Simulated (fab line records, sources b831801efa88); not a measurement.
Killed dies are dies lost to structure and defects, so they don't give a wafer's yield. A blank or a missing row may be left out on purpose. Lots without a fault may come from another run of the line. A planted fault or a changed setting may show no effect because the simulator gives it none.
Which tool did it? | flow gf180mcu | 13 lots, 39 wafers sampled, at 6 steps of a route of 602

WHAT THE GAUGES READ, wafer by wafer
GF_STI_THK_MEAS_04. Usual: STI_CVD_03_THK 207.4 nm, standard deviation 1.8.
lot  | measured    | on            | STI_CVD_03_THK (nm) | flag
L956 | day 1 14:02 | film_metro-01 | 206.3 205.0 206.3   |
L957 | day 1 19:26 | film_metro-04 | 208.3 208.3 207.9   |
L958 | day 1 23:47 | film_metro-03 | 209.0 208.6 211.8   |
L959 | day 2 04:46 | film_metro-03 | 208.9 206.6 207.5   |
L960 | day 2 09:35 | film_metro-01 | 210.6 209.9 210.3   |
L962 | day 2 20:13 | film_metro-03 | 207.5 206.0 206.0   |
L963 | day 3 01:14 | film_metro-03 | 205.2 202.7 202.5   |
L966 | day 3 16:28 | film_metro-03 | 206.7 207.5 206.7   |
L968 | day 4 01:45 | film_metro-04 | 207.5 206.6 207.0   |
L973 | day 5 02:34 | film_metro-03 | 206.4 208.8 209.5   |
L976 | day 5 17:34 | film_metro-03 | 209.2 207.1 208.6   |
L978 | day 6 03:41 | film_metro-04 | 205.8 205.0 207.0   |
L979 | day 6 09:10 | film_metro-03 | 208.0 207.7 206.6   |

GF_LVPWELL_TW_MEAS_11. Usual: LVPWELL_TW 557, standard deviation 3.6.
lot  | measured    | on            | LVPWELL_TW  | flag
L956 | day 3 20:25 | film_metro-02 | 554 553 553 |
L957 | day 4 02:55 | film_metro-02 | 555 554 551 |
L958 | day 4 08:04 | film_metro-01 | 554 552 553 |
L959 | day 4 13:42 | film_metro-01 | 552 552 554 |
L960 | day 4 19:31 | film_metro-02 | 551 548 553 |
L962 | day 5 08:50 | film_metro-01 | 555 555 555 |
L963 | day 5 13:44 | film_metro-01 | 557 556 556 |
L966 | day 6 07:22 | film_metro-04 | 555 557 555 |
L968 | day 6 15:55 | film_metro-01 | 552 549 553 |
L973 | day 7 21:37 | film_metro-04 | 30 30 30    | OFF
L976 | day 8 13:12 | film_metro-02 | 558 561 558 |
L978 | day 9 01:49 | film_metro-02 | 555 560 558 |
L979 | day 9 09:00 | film_metro-02 | 558 559 557 |

GF_HV_LDD_CD_MEAS_19: target cd 400 nm. Usual: cd_nm 399.2 nm, standard deviation 2.3.
lot  | measured     | on        | cd_nm (nm)        | flag
L956 | day 10 18:41 | cd_sem-02 | 401.3 398.1 398.8 |
L957 | day 11 06:14 | cd_sem-01 | 399.0 397.6 397.4 |
L958 | day 11 10:44 | cd_sem-02 | 399.4 401.7 401.0 |
L959 | day 11 19:46 | cd_sem-02 | 404.3 402.9 404.7 |
L960 | day 12 06:57 | cd_sem-01 | 401.0 399.6 400.8 |
L962 | day 12 18:20 | cd_sem-01 | 399.1 397.1 398.5 |
L963 | day 13 01:20 | cd_sem-01 | 397.0 397.5 397.7 |
L966 | day 14 01:02 | cd_sem-02 | 396.9 399.5 398.9 |
L968 | day 14 14:28 | cd_sem-02 | 398.5 396.4 399.7 |
L973 | day 16 08:20 | cd_sem-02 | 396.0 394.4 396.6 |
L976 | day 17 03:31 | cd_sem-02 | 401.0 402.1 399.2 |
L978 | day 17 21:35 | cd_sem-02 | 399.9 401.2 399.9 |
L979 | day 18 04:12 | cd_sem-01 | 399.8 402.1 402.8 |

WHICH TOOL RAN EACH LOT (tool, then ch and the chambers of the sampled wafers, then the start)
lot  | GF_NWELL_STRIP_10                   | GF_LVPWELL_STRIP_10                 | GF_DUAL_GATE_STRIP_13
L956 | plasma_asher-04 ch 0,1, day 3 07:49 | plasma_asher-03 ch 0,1, day 3 20:20 | plasma_asher-01 ch 0,1, day 8 07:51
L957 | plasma_asher-02 ch 0,1, day 3 13:35 | plasma_asher-01 ch 0,1, day 4 02:49 | plasma_asher-01 ch 0,1, day 8 16:53
L958 | plasma_asher-01 ch 0,1, day 3 18:23 | plasma_asher-02 ch 0,1, day 4 07:58 | plasma_asher-01 ch 0,1, day 8 21:22
L959 | plasma_asher-02 ch 0,1, day 4 00:02 | plasma_asher-02 ch 0,1, day 4 13:35 | plasma_asher-02 ch 0,1, day 9 06:35
L960 | plasma_asher-01 ch 0,1, day 4 04:54 | plasma_asher-02 ch 0,1, day 4 19:26 | plasma_asher-01 ch 0,1, day 9 15:28
L962 | plasma_asher-04 ch 1, day 4 18:19   | plasma_asher-01 ch 0,1, day 5 08:44 | plasma_asher-02 ch 0,1, day 10 04:08
L963 | plasma_asher-01 ch 0,1, day 4 23:21 | plasma_asher-01 ch 0,1, day 5 13:39 | plasma_asher-02 ch 0,1, day 10 10:25
L966 | plasma_asher-02 ch 0,1, day 5 15:58 | plasma_asher-03 ch 0,1, day 6 07:16 | plasma_asher-01 ch 0,1, day 11 07:34
L968 | plasma_asher-04 ch 0,1, day 6 00:07 | plasma_asher-02 ch 0,1, day 6 15:50 | plasma_asher-01 ch 0,1, day 11 18:34
L973 | plasma_asher-04 ch 0,1, day 7 05:47 | plasma_asher-01 ch 0,1, day 7 21:31 | plasma_asher-01 ch 0,1, day 13 11:40
L976 | plasma_asher-02 ch 0,1, day 7 20:17 | plasma_asher-01 ch 0,1, day 8 13:05 | plasma_asher-01 ch 0,1, day 14 03:41
L978 | plasma_asher-01 ch 0,1, day 8 09:01 | plasma_asher-02 ch 0,1, day 9 01:43 | plasma_asher-03 ch 0,1, day 14 17:49
L979 | plasma_asher-01 ch 0,1, day 8 15:37 | plasma_asher-03 ch 0,1, day 9 08:53 | plasma_asher-03 ch 0,1, day 15 03:24
- GF_NWELL_STRIP_10: strips in O2/N2.
- GF_LVPWELL_STRIP_10: strips in O2/N2.
- GF_DUAL_GATE_STRIP_13: strips in O2/N2.

WHAT THE TOOLS THEMSELVES READ (means of the sampled wafers that have a number; where no wafer has one, the mark that the record gives instead)
GF_NWELL_STRIP_10. Usual: drypump_motor_current_A 5.7 A, standard deviation 0.5; heater_power_w 344 W, standard deviation 20; n2_flow_sccm 300.2 sccm, standard deviation 0.88; oes_product_au 0.722 a.u., standard deviation 0.0052; platen_temp_c 249.96 C, standard deviation 0.19; strip_time_to_endpoint_s 36.92 s, standard deviation 0.11.
lot  | tool            | drypump_motor_current_A (A) | heater_power_w (W) | n2_flow_sccm (sccm) | oes_product_au (a.u.) | platen_temp_c (C) | strip_time_to_endpoint_s (s) | flag
L956 | plasma_asher-04 | 5.5                         | 365                | 300.8               | 0.724                 | 250.04            | 37.10                        |
L957 | plasma_asher-02 | 5.9                         | 362                | 299.9               | 0.724                 | 249.85            | 37.04                        |
L958 | plasma_asher-01 | 5.3                         | 333                | 299.9               | 0.720                 | 250.01            | 37.06                        |
L959 | plasma_asher-02 | 6.3                         | 344                | 300.6               | 0.723                 | 249.90            | 36.85                        |
L960 | plasma_asher-01 | 5.5                         | 319                | 299.5               | 0.723                 | 250.11            | 36.94                        |
L962 | plasma_asher-04 | 5.4                         | 365                | 300.2               | 0.717                 | 249.98            | 37.12                        |
L963 | plasma_asher-01 | 5.3                         | 330                | 299.7               | 0.723                 | 249.83            | 36.78                        |
L966 | plasma_asher-02 | 5.9                         | 365                | 300.6               | 0.724                 | 249.83            | 36.94                        |
L968 | plasma_asher-04 | 5.5                         | 346                | 299.5               | 0.722                 | 250.02            | 36.88                        |
L973 | plasma_asher-04 | 5.5                         | 342                | 299.7               | 0.933                 | 249.88            | -                            | OFF
L976 | plasma_asher-02 | 5.9                         | 363                | 300.6               | 0.717                 | 249.69            | 36.83                        |
L978 | plasma_asher-01 | 5.5                         | 322                | 299.6               | 0.715                 | 249.87            | 36.94                        |
L979 | plasma_asher-01 | 5.5                         | 324                | 300.9               | 0.724                 | 250.27            | 36.91                        |

GF_LVPWELL_STRIP_10. Usual: drypump_motor_current_A 5.7 A, standard deviation 0.51; heater_power_w 335 W, standard deviation 22; n2_flow_sccm 299.9 sccm, standard deviation 0.93; oes_product_au 0.722 a.u., standard deviation 0.0042; platen_temp_c 250.00 C, standard deviation 0.18; strip_time_to_endpoint_s 36.93 s, standard deviation 0.081.
lot  | tool            | drypump_motor_current_A (A) | heater_power_w (W) | n2_flow_sccm (sccm) | oes_product_au (a.u.) | platen_temp_c (C) | strip_time_to_endpoint_s (s) | flag
L956 | plasma_asher-03 | 5.5                         | 318                | 300.0               | 0.725                 | 249.91            | 37.02                        |
L957 | plasma_asher-01 | 5.3                         | 329                | 299.3               | 0.722                 | 250.18            | 36.91                        |
L958 | plasma_asher-02 | 5.9                         | 367                | 300.0               | 0.722                 | 250.17            | 36.97                        |
L959 | plasma_asher-02 | 6.3                         | 351                | 301.3               | 0.725                 | 249.97            | 36.99                        |
L960 | plasma_asher-02 | 6.3                         | 356                | 299.9               | 0.719                 | 249.94            | 36.80                        |
L962 | plasma_asher-01 | 5.3                         | 328                | 299.1               | 0.721                 | 250.15            | 36.96                        |
L963 | plasma_asher-01 | 5.5                         | 320                | 300.8               | 0.721                 | 250.03            | 36.91                        |
L966 | plasma_asher-03 | 5.4                         | 319                | 299.8               | 0.718                 | 250.19            | 36.85                        |
L968 | plasma_asher-02 | 6.3                         | 356                | 299.6               | 0.723                 | 249.89            | 36.92                        |
L973 | plasma_asher-01 | 5.5                         | 320                | 300.3               | 0.730                 | 249.96            | 59.26                        | OFF
L976 | plasma_asher-01 | 5.5                         | 321                | 300.5               | 0.724                 | 250.23            | 36.99                        |
L978 | plasma_asher-02 | 5.9                         | 369                | 299.3               | 0.728                 | 250.13            | 37.00                        |
L979 | plasma_asher-03 | 5.5                         | 326                | 300.3               | 0.720                 | 249.98            | 36.99                        |

GF_DUAL_GATE_STRIP_13. Usual: drypump_motor_current_A 5.7 A, standard deviation 0.52; heater_power_w 336 W, standard deviation 21; n2_flow_sccm 300.0 sccm, standard deviation 0.9; oes_product_au 0.716 a.u., standard deviation 0.0047; platen_temp_c 250.00 C, standard deviation 0.17; strip_time_to_endpoint_s 12.65 s, standard deviation 0.033.
lot  | tool            | drypump_motor_current_A (A) | heater_power_w (W) | n2_flow_sccm (sccm) | oes_product_au (a.u.) | platen_temp_c (C) | strip_time_to_endpoint_s (s) | flag
L956 | plasma_asher-01 | 5.5                         | 320                | 299.6               | 0.721                 | 249.99            | 12.64                        |
L957 | plasma_asher-01 | 5.5                         | 320                | 299.1               | 0.714                 | 249.99            | 12.66                        |
L958 | plasma_asher-01 | 5.3                         | 333                | 301.6               | 0.716                 | 250.03            | 12.58                        |
L959 | plasma_asher-02 | 5.9                         | 361                | 299.3               | 0.713                 | 250.12            | 12.65                        |
L960 | plasma_asher-01 | 5.3                         | 325                | 300.2               | 0.711                 | 250.06            | 12.63                        |
L962 | plasma_asher-02 | 6.3                         | 357                | 300.8               | 0.715                 | 250.06            | 12.68                        |
L963 | plasma_asher-02 | 6.3                         | 350                | 300.1               | 0.712                 | 250.02            | 12.66                        |
L966 | plasma_asher-01 | 5.3                         | 331                | 300.8               | 0.718                 | 250.01            | 12.65                        |
L968 | plasma_asher-01 | 5.3                         | 334                | 299.6               | 0.717                 | 250.07            | 12.68                        |
L973 | plasma_asher-01 | 5.3                         | 327                | 300.0               | 0.717                 | 249.85            | 12.66                        |
L976 | plasma_asher-01 | 5.3                         | 328                | 299.5               | 0.720                 | 249.97            | 12.62                        |
L978 | plasma_asher-03 | 5.7                         | 314                | 300.0               | 0.717                 | 250.19            | 12.66                        |
L979 | plasma_asher-03 | 5.7                         | 316                | 300.2               | 0.715                 | 249.93            | 12.69                        |

THE ANSWER, worked out from the rows above alone
Rule: a lot is off if the mean of its wafers that have a number lies more than 3 standard deviations from the usual mean. A lot without any number at a reading at which 4 lots or more have one is off too. The other lots that the step has rows for count as sound. The gauges are gone through in route order, then the tools' own readings, and for those a lot's mean is taken as printed above. The first step at which some lot is off is used, and at that step the reading that is off furthest; a lot without a number counts as furthest.
Off: L973, at GF_LVPWELL_TW_MEAS_11 (LVPWELL_TW).
A tool fits if, at a process step before that reading, it ran every lot that is off, and no sound lot after the first of them. The gauges at GF_LVPWELL_TW_MEAS_11 aren't tried: what is off there is off at GF_NWELL_STRIP_10 too, on other tools, and a gauge's error can't cause that. One fits: plasma_asher-04 at GF_NWELL_STRIP_10. Its last sound lot is L968 (day 6 00:07), its first lot that is off L973 (day 7 05:47): a fault that began between those two fits.
The tool's own readings at GF_NWELL_STRIP_10 bear it out: on the lots that are off they differ by more than 5 times the standard deviation of the sound lots' means. oes_product_au reads 0.933 a.u. there against 0.721 a.u. on the sound lots.
Blank at GF_NWELL_STRIP_10 on the lots that are off, where sound lots have numbers: strip_time_to_endpoint_s.

WHAT THE SIMULATOR HAD PUT IN
Strip aborted: plasma_asher-04, from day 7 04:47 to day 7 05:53, at GF_NWELL_STRIP_10. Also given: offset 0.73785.
Lots struck among those shown: L973. The rule above found the same.
